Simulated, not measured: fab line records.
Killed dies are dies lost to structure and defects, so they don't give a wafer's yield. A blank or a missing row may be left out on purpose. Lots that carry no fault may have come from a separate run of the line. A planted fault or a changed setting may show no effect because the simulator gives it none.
The tool behind it: which one? | flow sfq line | 42 wafers from 14 lots sampled at 2 of the route's 325 steps

## WHAT THE GAUGES READ, wafer by wafer
SFQ_I0_OVL_MEAS_908. Usual: I0_OVL typically reads 2 nm, with standard deviation 4.4.
lot  | measured     | on         | I0_OVL (nm) | flag
L527 | day 17 17:45 | overlay-01 | -1 -2 -5    |
L528 | day 17 23:44 | overlay-02 | 2 -6 2      |
L529 | day 18 08:08 | overlay-01 | 4 5 4       |
L530 | day 18 14:08 | overlay-02 | 6 1 4       |
L531 | day 18 17:52 | overlay-02 | 7 5 6       |
L532 | day 19 04:00 | overlay-01 | 1 -3 1      |
L533 | day 20 23:12 | overlay-01 | 6 2 -2      |
L534 | day 21 16:16 | overlay-02 | 4 0 3       |
L541 | day 24 14:17 | overlay-01 | 5 11 12     |
L542 | day 25 11:47 | overlay-02 | -3 1 -1     |
L543 | day 25 16:35 | overlay-02 | 6 7 7       |
L544 | day 25 19:07 | overlay-01 | -2 -6 -6    |
L546 | day 26 15:38 | overlay-01 | -5 -3 -9    |
L548 | day 27 16:50 | overlay-02 | 4 4 2       |

## WHICH TOOL RAN EACH LOT (tool, then ch and the chambers of the sampled wafers, then the start)
lot  | SFQ_TRILAYER_M0_STRIP_STRIP_025
L527 | rie metal-04 ch 0,1, day 11 18:59
L528 | rie metal-03 ch 0,1, day 12 01:59
L529 | rie metal-04 ch 0,1, day 12 11:35
L530 | rie metal-04 ch 0,1, day 12 21:11
L531 | rie metal-03 ch 0,1, day 13 11:43
L532 | rie metal-01 ch 0, day 14 10:31
L533 | rie metal-03 ch 0,1, day 14 20:19
L534 | rie metal-01 ch 0,1, day 15 08:07
L541 | rie metal-01 ch 0,1, day 17 15:46
L542 | rie metal-03 ch 0, day 18 05:20
L543 | rie metal-01 ch 0,1, day 18 09:34
L544 | rie metal-03 ch 0,1, day 18 20:29
L546 | rie metal-04 ch 0,1, day 19 18:37
L548 | rie metal-03 ch 0,1, day 20 15:01
- SFQ_TRILAYER_M0_STRIP_STRIP_025: strips in O2.

## AS READ BY THE TOOLS THEMSELVES (means over the sampled wafers that have a number; for cases with no such wafer, the mark the record gives instead)
SFQ_TRILAYER_M0_STRIP_STRIP_025. Usual: drypump motor current A 5.52 A, standard deviation 0.24; he backside leak sccm 3.53 sccm, standard deviation 0.23; oes product au 0.998 a.u., standard deviation 0.0063.
lot  | tool         | drypump motor current A (A) | he backside leak sccm (sccm) | oes product au (a.u.) | flag
L527 | rie metal-04 | 5.28                        | 3.75                         | 1.006                 |
L528 | rie metal-03 | 5.52                        | 3.43                         | 0.995                 |
L529 | rie metal-04 | 5.22                        | 3.69                         | 0.998                 |
L530 | rie metal-04 | 5.22                        | 3.73                         | 0.995                 |
L531 | rie metal-03 | 5.51                        | 3.63                         | 1.005                 |
L532 | rie metal-01 | 5.78                        | 3.60                         | 1.001                 |
L533 | rie metal-03 | 5.39                        | 3.65                         | 1.001                 |
L534 | rie metal-01 | 5.73                        | 3.27                         | 0.998                 |
L541 | rie metal-01 | 5.78                        | 3.46                         | 1.001                 |
L542 | rie metal-03 | 5.61                        | 3.63                         | 1.001                 |
L543 | rie metal-01 | 5.80                        | 3.49                         | 0.995                 |
L544 | rie metal-03 | 5.42                        | 3.41                         | 1.001                 |
L546 | rie metal-04 | 5.29                        | 3.53                         | 0.995                 |
L548 | rie metal-03 | 5.51                        | 3.66                         | 0.995                 |

## THE ANSWER, worked out from the rows above alone
Rule: a lot counts as off when the mean over its wafers that have a number is more than 3 standard deviations away from the usual mean. A lot without any number at a reading at which 4 lots or more have one is off too. Where the step has rows for the other lots, those lots are counted as sound. After the gauges, taken in route order, come the tools' own readings; for these a lot's mean is taken, as printed above. At the first step where some lot is off, the reading lying furthest off is the one used; lots without a number count as furthest.
Nothing can be told from this: no lot is off at any reading shown.

## WHAT WAS PUT IN BY THE SIMULATOR
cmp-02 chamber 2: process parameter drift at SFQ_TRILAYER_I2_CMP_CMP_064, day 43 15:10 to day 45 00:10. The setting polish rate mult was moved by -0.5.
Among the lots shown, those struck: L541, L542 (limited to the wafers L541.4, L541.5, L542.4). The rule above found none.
